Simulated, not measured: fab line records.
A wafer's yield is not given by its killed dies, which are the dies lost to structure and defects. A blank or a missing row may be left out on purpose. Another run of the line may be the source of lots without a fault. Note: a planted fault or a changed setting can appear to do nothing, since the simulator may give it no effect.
Problem report in the 8D (eight disciplines) form, filled by code || flow sfq line || the parts of the form that need people (team, actions taken, sign-off) are left out

## 1. THE ISSUE
Mean of run length s at SFQ_TRILAYER_A5B_DEP_PECVD_129: 188.1 s across 2 wafers in 2 lots; on wafers with no fault it is 161.3 s (standard deviation 0.5). Measured from the usual mean, that is +54 standard deviations.
The step: deposits SiO2 from SiH4/N2O, time 133.33 s, target thk 600 nm.
Seen first at day 76 17:50 on pecvd-02, wafer L709.3. Wafers with a number at this step in the record: 42, from 14 lots. Rule for "out" (also "out of limits"): further than 4 standard deviations from the usual mean. Any other wafer with a number is counted as sound.

## 2. WHAT IT IS AND WHAT IT IS NOT
{"question": "which readings at this step", "is": "run length s", "is not": "heater power w, throttle valve pct"}
{"question": "which lots", "is": "L709, L712", "is not": "L694, L698, L700, L701, L703, L704, L705, L707, L708, L710, L715, L716"}
{"question": "which wafers of those lots", "is": "L709.3, L712.1", "is not": "L709.2, L709.4, L712.3, L712.4"}
{"question": "read on which tools", "is": "pecvd-02", "is not": "pecvd-03, pecvd-04"}
{"question": "when", "is": "from day 76 17:50", "is not": "up to then (29 sound wafers); but 11 sound wafers of L710, L712, L715, L716 came after"}

## 3. WHAT RULES OUT EACH SUSPECT
Counting: if a tool at a process step up to the reading ran every lot that is out, it stays a suspect. Sound lots after the first of them don't rule it out here, since some wafers of a struck lot are sound.
- rie metal-03 at SFQ_TRILAYER_M2_ETCH_METAL_ETCH_060 (etches Nb in Cl2/Ar, stops on SiO2, target depth 240 nm, time 120 s): kept. It ran every lot that is out, first L709 (day 46 20:54); its last sound lot up to then is L703 (day 44 02:28).
- pecvd-02 at SFQ_TRILAYER_A5B_DEP_PECVD_129 (deposits SiO2 from SiH4/N2O, time 133.33 s, target thk 600 nm): kept. It ran every lot that is out, first L709 (day 76 17:50); its last sound lot up to then is L707 (day 74 21:44). Out on those wafers are its own readings of run length s.
- In pecvd-02 at SFQ_TRILAYER_A5B_DEP_PECVD_129, the wafers that are out were processed in chamber 2 and their sound lot-mates in chambers 0, 1.
After counting, rie metal-03 at SFQ_TRILAYER_M2_ETCH_METAL_ETCH_060 and pecvd-02 at SFQ_TRILAYER_A5B_DEP_PECVD_129 remain.

## 4. THE CAUSE (what the simulator had put in)
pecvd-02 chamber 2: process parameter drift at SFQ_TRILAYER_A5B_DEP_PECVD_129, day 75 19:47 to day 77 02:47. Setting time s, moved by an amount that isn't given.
After counting, 2 suspects remain, this tool included.

## 5. SEQUENCE OF EFFECTS, ordered by route
One row per reading whose mean, taken over the struck wafers that have a number, lies over 3 standard deviations from the usual. Scope: only readings with a usual standard deviation given in the record; hours: median across lots of the time from each lot's start at the first step in this table that gives one to its start at this step; sigmas: change in usual standard deviations.
{"hours": 0, "step": "SFQ_TRILAYER_A5B_DEP_PECVD_129", "reading": "run length s", "usual": "161.3 s", "on struck wafers": 188.1, "change": "+26.8", "sigmas": "+54"}
Process steps it contains:
- SFQ_TRILAYER_A5B_DEP_PECVD_129: deposits SiO2 from SiH4/N2O, time 133.33 s, target thk 600 nm.
At these later measuring or inspecting steps, every struck wafer for which the step has a row has a number for every such reading, and none has moved that far: SFQ_M8_OVL_MEAS_948.

## 6. WHAT WOULD HAVE CAUGHT IT SOONER
In this record the first reading out of limits was taken at day 76 17:50, 22 hours after the fault began at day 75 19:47.
